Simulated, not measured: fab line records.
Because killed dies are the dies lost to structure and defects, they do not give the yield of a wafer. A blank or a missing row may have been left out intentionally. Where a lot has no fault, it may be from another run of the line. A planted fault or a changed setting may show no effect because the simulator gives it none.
Which tool is to blame? / flow gf180mcu / Sampling: 6 lots, 18 wafers, 3 of 602 route steps

WHAT THE GAUGES SHOWED, per wafer
GF_M3_CD_MEAS_14: the cd target is 280 nm.
lot=L949; measured=day 21 13:38; on=cdSem-01; cdNm (nm)=279.4 279.8 280.0
lot=L951; measured=day 22 05:23; on=cdSem-01; cdNm (nm)=280.9 279.4 281.6
lot=L956; measured=day 24 20:22; on=cdSem-02; cdNm (nm)=279.7 280.6 279.4
lot=L963; measured=day 26 15:38; on=cdSem-02; cdNm (nm)=278.8 278.6 280.3
lot=L968; measured=day 27 23:58; on=cdSem-02; cdNm (nm)=279.5 278.8 279.0
lot=L969; measured=day 28 08:47; on=cdSem-01; cdNm (nm)=278.6 278.5 279.3

TOOL THAT RAN EACH LOT (tool first, then ch and the chambers of the sampled wafers, then the start)
lot=L949; GF_M3_SPUTTER_03=pvdSputter-02, day 20 14:10; GF_M3_EXPOSE_11=krfScanner-02 ch 0, day 21 02:08
lot=L951; GF_M3_SPUTTER_03=pvdSputter-02, day 21 05:19; GF_M3_EXPOSE_11=krfScanner-02 ch 0, day 21 17:58
lot=L956; GF_M3_SPUTTER_03=pvdSputter-03, day 23 22:30; GF_M3_EXPOSE_11=krfScanner-01 ch 0, day 24 09:20
lot=L963; GF_M3_SPUTTER_03=pvdSputter-03, day 25 19:16; GF_M3_EXPOSE_11=krfScanner-01 ch 0, day 26 04:55
lot=L968; GF_M3_SPUTTER_03=pvdSputter-03, day 27 04:11; GF_M3_EXPOSE_11=krfScanner-01 ch 0, day 27 14:46
lot=L969; GF_M3_SPUTTER_03=pvdSputter-03, day 27 13:29; GF_M3_EXPOSE_11=krfScanner-02 ch 0, day 27 23:04
- GF_M3_SPUTTER_03: material Ti, target thk 10 nm, time 6.7 s.
- GF_M3_EXPOSE_11: exposes mask Metal3, target cd 280 nm.

THE ANSWER, worked out from the rows above alone
Rule: what is usual is taken from the lots themselves. The widest of any qualifying gaps counts: lots, ordered by their means at a reading, are off when they make up no more than a third of the lots, leave a main group of 4 or more, and stand apart from it by 3 or more times the standard deviation of that group's means. A main group is skipped when, at the precision printed for the reading in the tables above, its means are all equal. A lot without any number at a reading at which 4 lots or more have one is off too. Any other lot the step has rows for is counted as sound.
None of the lots is off at any reading shown; this tells nothing.

WHAT WAS PUT IN BY THE SIMULATOR
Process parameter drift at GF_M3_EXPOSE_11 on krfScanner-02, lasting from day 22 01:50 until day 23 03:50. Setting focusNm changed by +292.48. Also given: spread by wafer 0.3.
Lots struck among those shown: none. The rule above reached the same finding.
